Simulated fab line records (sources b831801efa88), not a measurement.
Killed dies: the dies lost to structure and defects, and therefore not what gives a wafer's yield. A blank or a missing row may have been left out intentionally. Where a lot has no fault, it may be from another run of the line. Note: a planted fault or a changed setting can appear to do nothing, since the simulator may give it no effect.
Matching of chambers ; flow gf180mcu ; GF_V3_ETCH_16 on rieDiel-02 has 4 sister chambers
The step etches BARC in N2/H2. 22 wafers are shown with their chamber, then 11 later ones without.

== WAFERS, EACH WITH ITS CHAMBER ==
wafer;chamber;chamberPressureMTorr (mTorr);oesProductAu (a.u.);throttleValvePct (%)
L075.3;0;29.977;0.847;13.226
L075.4;3;29.958;0.847;13.224
L075.5;1;29.975;0.852;13.213
L076.2;0;30.050;0.858;13.229
L076.4;3;29.969;0.854;13.220
L076.5;0;30.009;0.856;13.241
L083.3;1;29.974;0.853;13.221
L083.4;0;30.033;0.853;13.222
L083.5;3;30.035;0.854;13.213
L084.1;2;29.971;0.859;13.232
L084.5;2;30.020;0.854;13.237
L084.6;1;30.029;0.859;13.210
L087.2;3;30.018;0.853;13.235
L087.3;1;29.994;0.861;13.226
L087.4;3;29.960;0.858;13.225
L089.2;1;30.010;0.853;13.243
L089.3;3;30.006;0.852;13.217
L089.4;1;29.991;0.858;13.224
L090.3;2;29.974;0.855;13.230
L090.4;2;29.979;0.851;13.214
L090.5;1;29.950;0.853;13.249
L091.1;2;29.979;0.846;13.216

SIGNATURES, as means of the wafers listed above
reading;chamber 0;chamber 1;chamber 2;chamber 3;scatter within a chamber
chamberPressureMTorr;30.01725;29.98900;29.98460;29.99100;0.0279
oesProductAu;0.85350;0.85557;0.85300;0.85300;0.00413
throttleValvePct;13.22950;13.22657;13.22580;13.22233;0.011
Rule: for a wafer and a chamber, the distance is found by dividing, reading by reading, the gap between the wafer's reading and the chamber's mean by the reading's scatter, squaring, summing and taking the root. The wafer belongs to the nearest chamber; if the next one is less than 2 further off, it can't be placed. The scatter is the square root of a quotient: the sum, over the shown wafers, of each reading's squared deviation from its chamber's mean, divided by wafers minus chambers.

== WAFERS WITHOUT THEIR CHAMBER ==
wafer;chamberPressureMTorr (mTorr);oesProductAu (a.u.);throttleValvePct (%)
L091.2;30.003;0.851;13.248
L091.4;29.981;0.849;13.220
L093.1;29.982;0.848;13.214
L093.4;30.013;0.859;13.240
L093.5;30.022;0.861;13.210
L096.3;29.989;0.853;13.225
L096.4;30.020;0.849;13.222
L096.6;30.009;0.853;13.225
L097.1;30.028;0.860;13.221
L097.3;30.001;0.852;13.225
L097.4;29.998;0.851;13.244

== WHICH CHAMBER EACH ONE RAN IN ==
wafer;from the rows above;in truth
L091.2;can't be placed: 0 or 2 or 1 or 3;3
L091.4;can't be placed: 3 or 2 or 1 or 0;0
L093.1;can't be placed: 3 or 2 or 1 or 0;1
L093.4;can't be placed: 0 or 1 or 2 or 3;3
L093.5;can't be placed: 1 or 3 or 0 or 2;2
L096.3;can't be placed: 2 or 3 or 1 or 0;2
L096.4;can't be placed: 0 or 3 or 2 or 1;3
L096.6;can't be placed: 0 or 3 or 2 or 1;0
L097.1;can't be placed: 0 or 1 or 3 or 2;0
L097.3;can't be placed: 3 or 2 or 0 or 1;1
L097.4;can't be placed: 0 or 2 or 1 or 3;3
Correct placement for 0 of the 11. Not placeable from these rows: 11 (in 11, the candidates include the true chamber). Wrongly placed: 0.
